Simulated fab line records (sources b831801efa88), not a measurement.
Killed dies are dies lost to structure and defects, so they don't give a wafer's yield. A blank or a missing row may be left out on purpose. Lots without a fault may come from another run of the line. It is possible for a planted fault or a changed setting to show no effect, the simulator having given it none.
Comparing a struck lot with a sound one | flow sky130 | 43 steps out of a route of 708
Sound: the wafers L377.2, L377.4, L377.5. The struck wafers were L386.3, L386.4, L386.5. The cause is given at the end.
Each step with rows lists, per side, the tool, then ch with its chambers, then its first start. Under that, the readings that differ: sound wafers | struck wafers | difference of the means | sigmas: that difference in standard deviations of wafers without a fault.
alike: readings with means less than 2 such deviations apart, plus words and numbers identical on both sides. not compared: withheld readings, readings lacking a value on some wafer, bounds such as >300 that could conceal the same value, and numbers that have no deviation in the record and whose values overlap.
Wherever a step has rows on one side only, a row that says differs or no value, or a row with sigmas, the two part there. When numbers do not overlap yet have no deviation, they are printed without sigmas and do not part them. A reading that every wafer of one side lacks parts them only if that side has two wafers or more.

SKY_VIA4_BOW_MEAS_03:
  sound on film-metro-01 at day 42 23:57; struck on film-metro-02 at day 45 08:26
  alike: VIA4_BOW
then, 7 steps without rows for these wafers: SKY_VIA4_DEHYDRATE_04 (time 60 s); SKY_VIA4_HMDS_05 (prime time 60 s); SKY_VIA4_COAT_06 (resist thk 1140 nm); SKY_VIA4_SOFTBAKE_07 (time 60 s); SKY_VIA4_EXPOSE_08 (exposes mask VIM4, target cd 800 nm); SKY_VIA4_PEB_09; SKY_VIA4_DEVELOP_10 (develop time 60 s).
SKY_VIA4_OVL_MEAS_11:
  sound on overlay-01 at day 43 22:32; struck on overlay-02 at day 46 05:23
  alike: VIA4_OVL
then, 3 steps without rows for these wafers: SKY_VIA4_ETCH_12 (etches SiO2 in C4F8/O2/Ar, stops on TiN, target depth 580 nm); SKY_VIA4_STRIP_13 (strips in O2/N2); SKY_VIA4_STRIP_14 (strips in post etch residue remover, time 1200 s).
SKY_VIA4_CLEAN_15: cleans in IPA, time 180 s.
  sound on wet-bench-01 ch 0, day 43 23:05; struck on wet-bench-04 ch 1, day 46 05:56
then, 1 step without rows for these wafers: SKY_VIA4_CLEAN_16 (cleans in O3/DIW).
SKY_VIA4_SPUTTER_17: material TiN, target thk 20 nm, time 80 s.
  sound on pvd-sputter-01 at day 43 23:20; struck on pvd-sputter-01 at day 46 06:05
  alike: throttle-valve-pct
then, 1 step without rows for these wafers: SKY_VIA4_CVD_18 (deposits W, target thk 505 nm, time 152.14 s).
SKY_VIA4_RS_MEAS_19: a four-point-probe measurement.
  sound on film-metro-02 at day 43 23:35; struck on film-metro-02 at day 46 06:20
  alike: VIA4_W_RS
SKY_VIA4_THK_MEAS_20: measures by xrf.
  sound on film-metro-02 at day 43 23:41; struck on film-metro-02 at day 46 06:26
  alike: VIA4_W_THK
SKY_VIA4_CMP_21: polishes, stops on SiO2, t overpolish 25 s, target thk 0 nm.
  sound on cmp-02 ch 0,1,2, day 43 23:44; struck on cmp-01 ch 0,3, day 46 06:34
  alike: motor-current-A, overpolish-run-s, time-to-endpoint-s
then, 4 steps without rows for these wafers: SKY_METAL5_SPUTTER_00 (material Ti, target thk 15 nm, time 10 s); SKY_METAL5_SPUTTER_01 (material TiN, target thk 20 nm, time 16.7 s); SKY_METAL5_SPUTTER_02 (material AlCu, target thk 1150 nm, time 63.78 s); SKY_METAL5_SPUTTER_03 (material Ti, target thk 5 nm, time 3.3 s).
SKY_METAL5_SPUTTER_04: material TiN, target thk 70 nm, time 58.3 s.
  sound on pvd-sputter-01 at day 44 00:09; struck on pvd-sputter-04 at day 46 07:00
  alike: throttle-valve-pct
SKY_METAL5_RS_MEAS_05: a four-point-probe measurement.
  sound on film-metro-02 at day 44 00:13; struck on film-metro-02 at day 46 07:06
  alike: METAL5_ALCU_RS
SKY_METAL5_THK_MEAS_06: measures by xrf.
  sound on film-metro-02 at day 44 00:20; struck on film-metro-02 at day 46 07:12
  alike: METAL5_ALCU_THK
then, 9 steps without rows for these wafers: SKY_METAL5_DEHYDRATE_07 (time 60 s); SKY_METAL5_HMDS_08 (prime time 60 s); SKY_METAL5_COAT_09 (resist thk 1800 nm); SKY_METAL5_SOFTBAKE_10 (time 60 s); SKY_METAL5_EXPOSE_11 (exposes mask MM5, target cd 1600 nm); SKY_METAL5_PEB_12; SKY_METAL5_DEVELOP_13 (develop time 60 s); SKY_METAL5_DESCUM_14 (chemistry O2, time 11 s); SKY_METAL5_METAL_ETCH_15 (etches the open film in Cl2/BCl3, stops on SiO2, target depth 1260 nm, time 252 s).
SKY_METAL5_STRIP_16: strips in O2/N2.
  sound on plasma-asher-01 ch 0,1, day 44 22:50; struck on plasma-asher-01 ch 0,1, day 47 03:43
  alike: drypump-motor-current-A, oes-product-au, strip-time-to-endpoint-s
  not compared: rf-hours-counter-h
then, 4 steps without rows for these wafers: SKY_METAL5_STRIP_17 (strips in post etch residue remover, time 1200 s); SKY_METAL5_CLEAN_18 (cleans in IPA, time 180 s); SKY_METAL5_CLEAN_19 (cleans in O3/DIW); SKY_PASSIVATION_CVD_00 (deposits SiO2, target thk 90 nm).
SKY_PASSIVATION_THK_MEAS_01:
  sound on film-metro-04 at day 44 23:30; struck on film-metro-03 at day 47 04:24
  alike: PASSIVATION_CVD_00_THK
SKY_PASSIVATION_CVD_02: deposits Si3N4, target thk 540 nm.
  sound on pecvd-04 ch 0,2, day 44 23:33; struck on pecvd-01 ch 0,1,2, day 47 04:26
  alike: heater-power-w
SKY_PAD_OPEN_PROBE_99:
  sound on prober-01 at day 46 20:44; struck on prober-02 at day 48 20:29
  reading                               | sound             | struck           | difference | sigmas
  defect-limited-yield (%)              | 80.3 80.3 80.5    | 77.4 74.8 73.2   | -5.2       | -3
  killed_at_M0_to_M3                    | 49 52 57          | 35 35 36         | -17        | -3
  killed_at_M4_up                       | 8 3 4             | 44 52 52         | +44        | +23
  killed-dies                           | 97 97 96          | 111 124 132      | +26        | +3
  killed-open                           | 59 54 56          | 35 43 44         | -16        | -2
  sort_bin_3_pad_short (%)              | 2.0 0 0.6         | 1.2 2.8 2.4      | +1.3       | +3
  sort_bin_5_function (%)               | 11.0 10.8 11.2    | 15.0 15.9 18.5   | +5.5       | +4
  sort-n-pass                           | 395 395 396       | 381 368 360      | -26        | -3
  sort-yield-pct (%)                    | 80.3 80.3 80.5    | 77.4 74.8 73.2   | -5.2       | -3
  model.etest.tester.sort-n-pass        | 395 395 396       | 381 368 360      | -26        |
  model.etest.tester.sort-yield-pct (%) | 80.28 80.28 80.49 | 77.44 74.8 73.17 | -5.21      |
  model.etest.tester.sort_bin_5_pct (%) | 10.98 10.77 11.18 | 15.04 15.85 18.5 | +5.49      |
  alike: killed-at-contacts, killed-at-front-end, killed-at-other, killed-on-rim, killed-short, sort_bin_6_memory
  not compared: model.etest.tester.sort_bin_3_pct

## WHERE THEY PART
SKY_PAD_OPEN_PROBE_99 only, going by this record.

WHY: whatever the simulator had introduced
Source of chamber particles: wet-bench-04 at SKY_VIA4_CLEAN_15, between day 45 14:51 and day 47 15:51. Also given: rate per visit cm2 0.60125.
